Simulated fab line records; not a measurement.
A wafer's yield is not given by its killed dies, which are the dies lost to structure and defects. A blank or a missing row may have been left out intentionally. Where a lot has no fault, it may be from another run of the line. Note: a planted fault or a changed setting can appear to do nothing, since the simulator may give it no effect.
Which tool is to blame? / flow gf180mcu / 72 wafers sampled from 24 lots at 1 step of a route of 602

## WHAT EACH GAUGE READ, for each wafer
GF_STI_BOW_MEAS_00.
lot=L074; measured=day 1 10:00; on=film-metro-01; INCOMING_BOW (um)=6 8 6
lot=L075; measured=day 1 15:00; on=film-metro-02; INCOMING_BOW (um)=2 -7 0
lot=L076; measured=day 1 20:00; on=film-metro-02; INCOMING_BOW (um)=6 1 -6
lot=L077; measured=day 2 01:00; on=film-metro-04; INCOMING_BOW (um)=6 10 -1
lot=L078; measured=day 2 06:02; on=film-metro-01; INCOMING_BOW (um)=10 -1 4
lot=L079; measured=day 2 11:02; on=film-metro-04; INCOMING_BOW (um)=-2 -4 5
lot=L080; measured=day 2 16:04; on=film-metro-04; INCOMING_BOW (um)=-10 -5 5
lot=L081; measured=day 2 21:00; on=film-metro-04; INCOMING_BOW (um)=2 -1 0
lot=L082; measured=day 3 02:02; on=film-metro-04; INCOMING_BOW (um)=5 7 1
lot=L083; measured=day 3 07:00; on=film-metro-01; INCOMING_BOW (um)=-3 -6 -4
lot=L084; measured=day 3 12:00; on=film-metro-02; INCOMING_BOW (um)=0 -7 -3
lot=L085; measured=day 3 17:00; on=film-metro-04; INCOMING_BOW (um)=4 4 0
lot=L086; measured=day 3 22:00; on=film-metro-01; INCOMING_BOW (um)=-1 -6 -7
lot=L087; measured=day 4 03:00; on=film-metro-01; INCOMING_BOW (um)=2 2 -9
lot=L088; measured=day 4 08:01; on=film-metro-02; INCOMING_BOW (um)=-4 9 -4
lot=L089; measured=day 4 13:02; on=film-metro-01; INCOMING_BOW (um)=-1 -3 -10
lot=L090; measured=day 4 18:02; on=film-metro-01; INCOMING_BOW (um)=-3 -2 3
lot=L091; measured=day 4 23:01; on=film-metro-04; INCOMING_BOW (um)=9 -8 -2
lot=L092; measured=day 5 04:00; on=film-metro-02; INCOMING_BOW (um)=0 4 -1
lot=L093; measured=day 5 09:00; on=film-metro-02; INCOMING_BOW (um)=4 -17 6
lot=L094; measured=day 5 14:00; on=film-metro-02; INCOMING_BOW (um)=7 3 -6
lot=L095; measured=day 5 19:00; on=film-metro-02; INCOMING_BOW (um)=8 2 10
lot=L096; measured=day 6 00:00; on=film-metro-01; INCOMING_BOW (um)=-5 6 -15
lot=L097; measured=day 6 05:00; on=film-metro-04; INCOMING_BOW (um)=5 -5 -2

## WHAT TOOL EACH LOT RAN ON (gives the tool, then ch and the chambers of the sampled wafers, and finally the start)
There is no process step in the record ahead of these readings.

## WHAT THE TOOLS THEMSELVES READ (means of the sampled wafers that have a number; where no wafer has one, the mark that the record gives instead)
The record holds no such reading with a usual standard deviation.

## THE ANSWER, worked out from the rows above alone
Rule: the usual values come from the lots themselves. Put in order of their means at a reading, lots are off if they are a third of the lots or fewer, leave a main group of 4 or more, and stand apart from it by a gap of 3 or more times the standard deviation of the main group's means; of several such gaps the widest counts. The tables above print the reading to a certain number of digits; a main group whose means all agree to those digits is not used. Also off: a lot with no number at a reading for which 4 or more lots have one. The other lots that the step has rows for count as sound. The gauges are gone through in route order, then the tools' own readings, and for those a lot's mean is taken as printed above. At the first step where some lot is off, the reading lying furthest off is the one used; lots without a number count as furthest.
None of the lots is off at any reading shown; this tells nothing.

## WHAT THE SIMULATOR PUT IN
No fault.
